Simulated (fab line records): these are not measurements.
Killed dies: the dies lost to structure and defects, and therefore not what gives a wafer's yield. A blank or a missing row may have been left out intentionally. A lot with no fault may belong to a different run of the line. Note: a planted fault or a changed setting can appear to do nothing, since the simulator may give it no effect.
Comparing a struck lot with a sound one / flow sky130 / 15 steps out of a route of 708
Sound: wafers L718.4, L718.5, L718.6. The struck wafers were L723.3, L723.5, L723.6. Last of all comes the cause.
Per side, at each step with rows, come the tool, then ch with its chambers, and then its first start. Under that, the readings that differ: sound wafers / struck wafers / difference of the means / sigmas: that difference in standard deviations of wafers without a fault.
alike: readings whose means differ by less than 2 such deviations, and words and numbers that are the same on both sides. not compared: withheld readings, readings that some wafer has no value for, bounds like >300 that may hide the same value, and numbers for which the record gives no deviation and whose values overlap.
The two part at a step that has a row with sigmas, a row that says differs or no value, or rows on one side only. Numbers that have no deviation but don't overlap get no sigmas and don't part them. A reading that every wafer of one side lacks parts them only if that side has two wafers or more.

SKY_METAL3_CD_MEAS_13: target cd 300 nm.
  sound on cdSem-02 at day 42 19:01; struck on cdSem-01 at day 44 02:20
  alike: cdNm
SKY_METAL3_OVL_MEAS_14:
  sound on overlay-02 at day 42 19:05; struck on overlay-01 at day 44 02:26
  alike: METAL3_OVL
SKY_METAL3_DESCUM_15: chemistry O2, time 8 s.
  sound on rieMetal-04 ch 0,1, day 42 19:07; struck on rieMetal-01 ch 0,1, day 44 02:28
  alike: drypumpMotorCurrentA, oesProductAu
  not compared: rfHoursCounterH
SKY_METAL3_ETCH_16: etches BARC in N2/H2, stops on SiO2, time 88.2 s, target depth 60 nm.
  sound on rieMetal-04 ch 0,1, day 42 19:11; struck on rieMetal-01 ch 0,1, day 44 02:32
  alike: drypumpMotorCurrentA, oesProductAu, throttleValvePct
  not compared: rfHoursCounterH
SKY_METAL3_ETCH_17: etches SiO2 in C4F8/O2/Ar, stops on TiN, time 3.9 s, target depth 15 nm.
  sound on rieDiel-01 ch 0,1,3, day 42 19:15; struck on rieDiel-03 ch 0,2,3, day 44 02:35
  alike: oesProductAu
  not compared: rfHoursCounterH
SKY_METAL3_METAL_ETCH_18: etches the open film in Cl2/BCl3, stops on SiO2, target depth 845 nm, time 183.1 s.
  sound on rieMetal-03 ch 0,1, day 42 19:19; struck on rieMetal-04 ch 0,1, day 44 02:40
  alike: drypumpMotorCurrentA, oesProductAu, throttleValvePct
  not compared: rfHoursCounterH
SKY_METAL3_STRIP_19: strips in O2/N2.
  sound on plasmaAsher-04 ch 0,1, day 42 19:28; struck on plasmaAsher-04 ch 0,1, day 44 02:49
  alike: drypumpMotorCurrentA, oesProductAu, stripTimeToEndpointS
  not compared: rfHoursCounterH
then, 4 steps without rows for these wafers: SKY_METAL3_STRIP_20 (strips in post etch residue remover, time 1200 s); SKY_METAL3_CLEAN_21 (cleans in IPA, time 180 s); SKY_METAL3_CLEAN_22 (cleans in O3/DIW); SKY_VIA3_HDPCVD_00 (deposits SiO2, target thk 1635 nm, time 266.5 s).
SKY_VIA3_THK_MEAS_01:
  sound on filmMetro-02 at day 42 20:14; struck on filmMetro-04 at day 44 03:34
  alike: VIA3_HDPCVD_THK
SKY_VIA3_CMP_02: polishes SiO2.
  sound on cmp-01 ch 0,3, day 42 20:16; struck on cmp-01 ch 1,2,3, day 44 03:46
  no value came back on the struck wafers for edgeZonePressureFrac, headPressurePsi (psi), motorCurrentA (A); on the sound wafers edgeZonePressureFrac reads 0.987 1.007 0.990
reading=model.SiO2_of_VIA3_HDPCVD_00.thkNm (nm); sound=465.6 464.6 464.7; struck=1571 1572 1576; difference=+1108; sigmas=
SKY_VIA3_BOW_MEAS_03:
  sound on filmMetro-04 at day 42 20:37; struck on filmMetro-02 at day 44 04:14
reading=VIA3_BOW (um); sound=67 82 76; struck=- - -; difference=no value on the struck wafers; sigmas=
  not compared: hold
SKY_PAD_OPEN_PROBE_99:
  the record has rows for the sound wafers here (prober-01, day 49 04:16) and none for the struck ones

## WHERE THEY PART
Earliest at SKY_VIA3_CMP_02; latest, in this record, at SKY_PAD_OPEN_PROBE_99.

WHY: what the simulator had put in
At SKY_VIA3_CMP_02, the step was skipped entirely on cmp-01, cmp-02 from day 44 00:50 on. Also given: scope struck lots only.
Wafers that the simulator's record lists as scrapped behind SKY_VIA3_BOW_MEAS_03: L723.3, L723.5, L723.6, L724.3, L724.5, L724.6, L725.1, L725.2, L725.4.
